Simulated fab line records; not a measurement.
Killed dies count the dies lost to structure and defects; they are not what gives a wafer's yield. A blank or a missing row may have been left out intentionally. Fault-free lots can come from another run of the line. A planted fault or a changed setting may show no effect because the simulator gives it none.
2 desks looking at one fault -- flow sky130 -- only its own numbers are on each desk; what lay behind them is given at the end

## METROLOGY DESK
What the gauges read, lot by lot, whatever tool the lot ran on: means of the sampled wafers that have a number. A lot is out of limits, marked OUT, if its mean lies more than 4 standard deviations from the usual mean; the brackets give that distance.
Columns: A = VIA2_W_RS at SKY_VIA2_RS_MEAS_22, usual 0.274 ohm/sq; B = VIA2_W_THK at SKY_VIA2_THK_MEAS_23, usual 438 nm
lot,first seen here,A,B
L431,day 37 20:13,0.275,438
L433,day 38 07:28,0.278,432
L439,day 40 16:04,0.281,420
L446,day 42 21:23,0.268,450
L450,day 43 15:43,0.274,434
Finding of this desk: none of the 5 lots has anything out of limits.

## TOOL OWNER'S DESK, pvd sputter-04
At SKY_METAL3_SPUTTER_01 (material TiN, target thk 20 nm, time 16.7 s) the tool's own readings: per lot run on this tool, the mean of the sampled wafers that have a number. A lot is out of limits, marked OUT, if its mean lies more than 4 standard deviations from the usual mean; the brackets give that distance.
Columns: A = throttle valve pct at SKY_METAL3_SPUTTER_01, usual 30.0 %
lot,first seen here,A
L431,day 37 20:42,30.0
L433,day 38 07:59,29.4
L439,day 40 16:32,29.8
L450,day 43 16:10,29.8
Finding of this desk: none of the 4 lots has anything out of limits.

## PUT TOGETHER
The metrology desk saw nothing out of limits.
Nothing out of limits was seen by the tool owner's desk.

## WHAT THE SIMULATOR PUT IN
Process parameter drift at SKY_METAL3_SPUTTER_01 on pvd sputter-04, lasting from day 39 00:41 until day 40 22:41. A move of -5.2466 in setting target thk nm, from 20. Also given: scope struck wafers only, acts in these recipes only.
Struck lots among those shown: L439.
